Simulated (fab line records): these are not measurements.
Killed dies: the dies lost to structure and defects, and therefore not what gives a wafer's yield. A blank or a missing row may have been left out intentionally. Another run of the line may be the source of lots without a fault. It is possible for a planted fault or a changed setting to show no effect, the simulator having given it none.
Struck lot and sound lot, side by side || flow sky130 || 29 steps out of a route of 708
Sound: these wafers, L646.1, L646.2, L646.5. Struck: wafers L647.1, L647.5, L647.6. Last of all comes the cause.
For every step that has rows: the tool of each side, followed by ch and its chambers, followed by its first start. Under that, the readings that differ: sound wafers || struck wafers || difference of the means || sigmas: that difference in standard deviations of wafers without a fault.
alike: same words and numbers on both sides, and readings whose means sit less than 2 such deviations apart. not compared: any withheld reading, any reading some wafer has no value for, any bound like >300 that may hide the same value, and any number with overlapping values for which the record gives no deviation.
A row with sigmas, a row that says differs or no value, or rows on one side alone: a step with any of these is where the two part. When numbers do not overlap yet have no deviation, they are printed without sigmas and do not part them. Lack of a reading on every wafer of one side parts them only where that side has two or more wafers.

first, 3 steps without rows for these wafers: SKY_METAL1_EXPOSE_12 (exposes mask MM1, target cd 140 nm); SKY_METAL1_PEB_13; SKY_METAL1_DEVELOP_14 (develop time 60 s).
SKY_METAL1_CD_MEAS_15: target cd 140 nm.
  sound on cdSem-02, day 34 12:53; struck on cdSem-02, day 34 19:22
  alike: cdNm
SKY_METAL1_OVL_MEAS_16:
  sound on overlay-02, day 34 13:01; struck on overlay-01, day 34 19:29
  alike: METAL1_OVL
SKY_METAL1_DESCUM_17: chemistry O2, time 8 s.
  sound on rieMetal-03 ch 0,1, day 34 13:02; struck on rieMetal-01 ch 0,1, day 34 19:32
  alike: drypumpMotorCurrentA, oesProductAu
  not compared: rfHoursCounterH
SKY_METAL1_ETCH_18: etches BARC in N2/H2, stops on SiO2, time 45.9 s, target depth 60 nm.
  sound on rieMetal-03 ch 0,1, day 34 13:04; struck on rieMetal-01 ch 0,1, day 34 19:34
  alike: drypumpMotorCurrentA, oesProductAu, throttleValvePct
  not compared: rfHoursCounterH
SKY_METAL1_METAL_ETCH_19: etches the open film in Cl2/BCl3, stops on SiO2, target depth 360 nm, time 78 s.
  sound on rieMetal-03 ch 0,1, day 34 13:08; struck on rieMetal-01 ch 0,1, day 34 19:37
  alike: drypumpMotorCurrentA, oesProductAu, throttleValvePct
  not compared: rfHoursCounterH
then, 4 steps without rows for these wafers: SKY_METAL1_STRIP_20 (strips in O2/N2); SKY_METAL1_STRIP_21 (strips in post etch residue remover, time 1200 s); SKY_METAL1_CLEAN_22 (cleans in IPA, time 180 s); SKY_METAL1_CLEAN_23 (cleans in O3/DIW).
SKY_VIA1_HDPCVD_00: deposits SiO2, target thk 1030 nm, time 171.7 s.
  sound on hdpcvd-01 ch 0,1,2, day 34 13:53; struck on hdpcvd-01 ch 0,1, day 34 20:20
  no value came back on the struck wafers for pressureMtorr (mTorr), runLengthS (s); on the sound wafers pressureMtorr (mTorr) reads 5.999 5.997 6.007
then, 1 step without rows for these wafers: SKY_VIA1_CMP_02 (polishes SiO2).
SKY_VIA1_BOW_MEAS_03:
  sound on filmMetro-04, day 34 14:52; struck on filmMetro-01, day 34 20:49
  alike: VIA1_BOW
then, 8 steps without rows for these wafers: SKY_VIA1_DEHYDRATE_04 (time 60 s); SKY_VIA1_HMDS_05 (prime time 60 s); SKY_VIA1_COAT_06 (resist thk 60 nm); SKY_VIA1_COAT_07 (resist thk 450 nm); SKY_VIA1_SOFTBAKE_08 (time 90 s); SKY_VIA1_EXPOSE_09 (exposes mask VIM, target cd 150 nm); SKY_VIA1_PEB_10; SKY_VIA1_DEVELOP_11 (develop time 60 s).
SKY_VIA1_CD_MEAS_12: target cd 150 nm.
  sound on cdSem-01, day 35 16:58; struck on cdSem-01, day 35 23:04
  alike: cdNm
SKY_VIA1_OVL_MEAS_13:
  sound on overlay-02, day 35 17:05; struck on overlay-01, day 35 23:11
  alike: VIA1_OVL
SKY_VIA1_ETCH_14: etches BARC in N2/H2, stops on SiO2, time 45.9 s, target depth 60 nm.
  sound on rieDiel-03 ch 0,3, day 35 17:07; struck on rieDiel-03 ch 0,1,2, day 35 23:14
  alike: drypumpMotorCurrentA, oesProductAu, throttleValvePct
  not compared: rfHoursCounterH
SKY_VIA1_ETCH_15: etches SiO2 in C4F8/O2/Ar, stops on TiN, target depth 351 nm, time 54 s.
  sound on rieDiel-03 ch 0,3, day 35 17:10; struck on rieDiel-03 ch 0,1,2, day 35 23:16
{"reading": "oesProductAu (a.u.)", "sound": "0.985 0.980 0.975", "struck": "0.379 0.374 0.376", "difference": -0.604, "sigmas": "-99 or more"}
{"reading": "model.etch.depthNm (nm)", "sound": "347.8 344.9 343.2", "struck": "0 0 0", "difference": -345, "sigmas": ""}
  not compared: rfHoursCounterH
SKY_VIA1_STRIP_16: strips in O2/N2.
  sound on plasmaAsher-01 ch 0,1, day 35 17:12; struck on plasmaAsher-01 ch 0,1, day 35 23:19
  alike: drypumpMotorCurrentA, oesProductAu, stripTimeToEndpointS
  not compared: rfHoursCounterH
-- the record jumps here: 11 days lie between the struck wafers' starts before and after (it left off in module VIA1 and takes up again in module PAD_OPEN, whose first step shown is number 708 of the route) --
SKY_PAD_OPEN_PROBE_99:
  sound on prober-02, day 47 02:58; struck on prober-01, day 47 06:26
{"reading": "defectLimitedYield (%)", "sound": "77.6 83.1 80.9", "struck": "0 0 0", "difference": -81, "sigmas": -42}
{"reading": "killed_at_M0_to_M3", "sound": "60 40 46", "struck": "477 484 483", "difference": "+433", "sigmas": "+66"}
{"reading": "killedAtContacts", "sound": "23 27 26", "struck": "8 3 4", "difference": -20, "sigmas": -4}
{"reading": "killedAtFrontEnd", "sound": "22 12 17", "struck": "5 4 4", "difference": -13, "sigmas": -3}
{"reading": "killedDies", "sound": "110 83 94", "struck": "492 492 492", "difference": "+396", "sigmas": "+43"}
{"reading": "killedOnRim", "sound": "26 9 11", "struck": "96 96 96", "difference": "+81", "sigmas": "+22"}
{"reading": "killedOpen", "sound": "53 48 46", "struck": "11 6 9", "difference": -40, "sigmas": -6}
{"reading": "killedShort", "sound": "57 35 48", "struck": "11 5 5", "difference": -40, "sigmas": -6}
{"reading": "sort_bin_3_pad_short (%)", "sound": "0.6 0.2 0.8", "struck": "23.0 22.0 24.4", "difference": "+22.6", "sigmas": "+61"}
{"reading": "sort_bin_5_function (%)", "sound": "13.6 10.4 11.4", "struck": "72.8 75.2 72.4", "difference": "+61.7", "sigmas": "+41"}
{"reading": "sort_bin_6_memory (%)", "sound": "8.1 6.3 6.9", "struck": "4.3 2.8 3.3", "difference": -3.6, "sigmas": -3}
{"reading": "sortNPass", "sound": "382 409 398", "struck": "0 0 0", "difference": -396, "sigmas": -43}
{"reading": "sortYieldPct (%)", "sound": "77.6 83.1 80.9", "struck": "0 0 0", "difference": -81, "sigmas": -42}
  alike: killed_at_M4_up, killedAtOther

WHERE THEY PART
First at SKY_VIA1_HDPCVD_00; last, within this record, at SKY_PAD_OPEN_PROBE_99.

WHY: the cause the simulator had injected
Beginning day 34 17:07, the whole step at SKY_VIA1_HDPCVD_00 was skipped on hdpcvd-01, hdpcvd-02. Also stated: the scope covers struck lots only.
